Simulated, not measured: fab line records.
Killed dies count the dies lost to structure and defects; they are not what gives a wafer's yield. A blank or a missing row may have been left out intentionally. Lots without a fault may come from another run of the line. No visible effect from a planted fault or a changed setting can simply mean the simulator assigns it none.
A lot that was struck, set against a sound lot ; flow sky130 ; 14 out of 708 route steps
Sound: wafers L129.1, L129.3, L129.4. Wafers struck: L135.2, L135.3, L135.6. Last of all comes the cause.
Order at every step that has rows: each side's tool, ch and its chambers, its first start. Under that, the readings that differ: sound wafers ; struck wafers ; difference of the means ; sigmas: that difference in standard deviations of wafers without a fault.
alike: same words and numbers on both sides, and readings whose means sit less than 2 such deviations apart. not compared: any withheld reading, any reading some wafer has no value for, any bound like >300 that may hide the same value, and any number with overlapping values for which the record gives no deviation.
Wherever a step has rows on one side only, a row that says differs or no value, or a row with sigmas, the two part there. Non-overlapping numbers with no deviation appear without sigmas and do not part them. Lack of a reading on every wafer of one side parts them only where that side has two or more wafers.

SKY_METAL3_SPUTTER_04: material TiN, target thk 70 nm, time 58.3 s.
  sound on pvd_sputter-02 at day 37 20:28; struck on pvd_sputter-01 at day 39 13:39
  alike: throttle_valve_pct
SKY_CAPM_CVD_00: deposits SiO2, target thk 15.5 nm.
  sound on pecvd-02 ch 1,2, day 37 20:31; struck on pecvd-03 ch 1,2, day 39 13:42
reading;sound;struck;difference;sigmas
heater_power_w (W);783 820 834;549 546 575;-256;-4
SKY_CAPM_THK_MEAS_01:
  sound on film_metro-03 at day 37 20:32; struck on film_metro-03 at day 39 13:44
  alike: CAPM_CVD_00_THK
SKY_CAPM_SPUTTER_02: material TiN, target thk 200 nm, time 166.7 s.
  sound on pvd_sputter-01 at day 37 20:36; struck on pvd_sputter-02 at day 39 13:47
  alike: throttle_valve_pct
SKY_CAPM_RS_MEAS_03: measures by four-point-probe.
  sound on film_metro-02 at day 37 20:43; struck on film_metro-03 at day 39 13:55
  alike: CAPM_TIN_RS
SKY_CAPM_THK_MEAS_04: measures by xrf.
  sound on film_metro-02 at day 37 20:50; struck on film_metro-03 at day 39 14:02
  alike: CAPM_TIN_THK
then, 6 steps without rows for these wafers: SKY_CAPM_DEHYDRATE_05 (time 60 s); SKY_CAPM_HMDS_06 (prime time 60 s); SKY_CAPM_COAT_07 (resist thk 1140 nm); SKY_CAPM_SOFTBAKE_08 (time 60 s); SKY_CAPM_EXPOSE_09 (exposes mask CAPM, target cd 1000 nm); SKY_CAPM_PEB_10.
SKY_CAPM_DEVELOP_11: develop time 60 s.
  sound on litho_track-02 ch 0, day 38 22:14; struck on litho_track-04, day 40 14:58
  no value came back on the struck wafers for chill_plate_temp_C (C), develop_time_s (s); on the sound wafers chill_plate_temp_C (C) reads 22.90 22.89 22.99
SKY_CAPM_OVL_MEAS_12:
  sound on overlay-01 at day 38 22:23; struck on overlay-02 at day 40 15:05
reading;sound;struck;difference;sigmas
CAPM_OVL (nm);2.1 2.1 -0.3;- - -;no value on the struck wafers;

WHERE THEY PART
Last at SKY_CAPM_OVL_MEAS_12 as far as this record goes, first at SKY_CAPM_CVD_00.

WHY: the cause the simulator had injected
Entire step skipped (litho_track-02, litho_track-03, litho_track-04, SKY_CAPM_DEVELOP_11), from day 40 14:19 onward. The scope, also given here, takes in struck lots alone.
